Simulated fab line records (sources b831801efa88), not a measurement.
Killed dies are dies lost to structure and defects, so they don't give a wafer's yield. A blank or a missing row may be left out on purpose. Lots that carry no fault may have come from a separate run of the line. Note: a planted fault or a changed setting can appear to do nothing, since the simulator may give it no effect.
A lot that was struck, set against a sound lot -- flow sky130 -- 15 out of 708 route steps
Sound: these wafers, L710.3, L710.4, L710.6. Struck: wafers L715.3, L715.6 (left out: L715.4, a lot-mate that was not struck); the cause follows at the end.
Each step with rows lists, per side, the tool, then ch with its chambers, then its first start. Under that, the readings that differ: sound wafers -- struck wafers -- difference of the means -- sigmas: that difference in standard deviations of wafers without a fault.
alike: readings with means less than 2 such deviations apart, plus words and numbers identical on both sides. not compared: withheld readings, readings lacking a value on some wafer, bounds such as >300 that could conceal the same value, and numbers that have no deviation in the record and whose values overlap.
The two part at a step that has a row with sigmas, a row that says differs or no value, or rows on one side only. Numbers that have no deviation but don't overlap get no sigmas and don't part them. A reading missing from all wafers of one side parts the sides only when that side holds two or more wafers.

first, 9 steps without rows for these wafers: SKY_CAPM_CLEAN_17 (cleans in O3/DIW); SKY_METAL3_DEHYDRATE_05 (time 60 s); SKY_METAL3_HMDS_06 (prime time 60 s); SKY_METAL3_COAT_07 (resist thk 60 nm); SKY_METAL3_COAT_08 (resist thk 1140 nm); SKY_METAL3_SOFTBAKE_09 (time 90 s); SKY_METAL3_EXPOSE_10 (exposes mask MM3, target cd 300 nm); SKY_METAL3_PEB_11; SKY_METAL3_DEVELOP_12 (develop time 60 s).
SKY_METAL3_CD_MEAS_13: target cd 300 nm.
  sound on cd sem-01 at day 39 13:42; struck on cd sem-01 at day 42 00:27
  alike: cd nm
SKY_METAL3_OVL_MEAS_14:
  sound on overlay-01 at day 39 13:47; struck on overlay-01 at day 42 00:32
  alike: METAL3_OVL
SKY_METAL3_DESCUM_15: chemistry O2, time 8 s.
  sound on rie metal-04 ch 0,1, day 39 13:50; struck on rie metal-04 ch 0, day 42 00:35
  alike: drypump motor current A, oes product au
  not compared: rf hours counter h
SKY_METAL3_ETCH_16: etches BARC in N2/H2, stops on SiO2, time 88.2 s, target depth 60 nm.
  sound on rie metal-04 ch 0,1, day 39 13:53; struck on rie metal-04 ch 0, day 42 00:38
reading,sound,struck,difference,sigmas
bias w (W),100.0 99.7 99.9,92.1 92.4,-7.6,-24
  alike: drypump motor current A, oes product au, throttle valve pct
  not compared: rf hours counter h
SKY_METAL3_ETCH_17: etches SiO2 in C4F8/O2/Ar, stops on TiN, time 3.9 s, target depth 15 nm.
  sound on rie diel-04 ch 0,1,2, day 39 13:57; struck on rie diel-02 ch 2,3, day 42 00:42
  alike: bias w, oes product au
-- the record jumps here: 7 days lie between the struck wafers' starts before and after (it left off in module METAL3 and takes up again in module PAD_OPEN, whose first step shown is number 708 of the route) --
SKY_PAD_OPEN_PROBE_99:
  record: rows for the struck wafers here (prober-02, day 48 17:23), none for the sound ones

## WHERE THEY PART
Earliest at SKY_METAL3_ETCH_16; latest, in this record, at SKY_PAD_OPEN_PROBE_99.

WHY: whatever the simulator had introduced
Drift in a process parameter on rie metal-04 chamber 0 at SKY_METAL3_ETCH_16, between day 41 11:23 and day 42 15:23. Setting bias w, moved by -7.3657, from 100. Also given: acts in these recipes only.
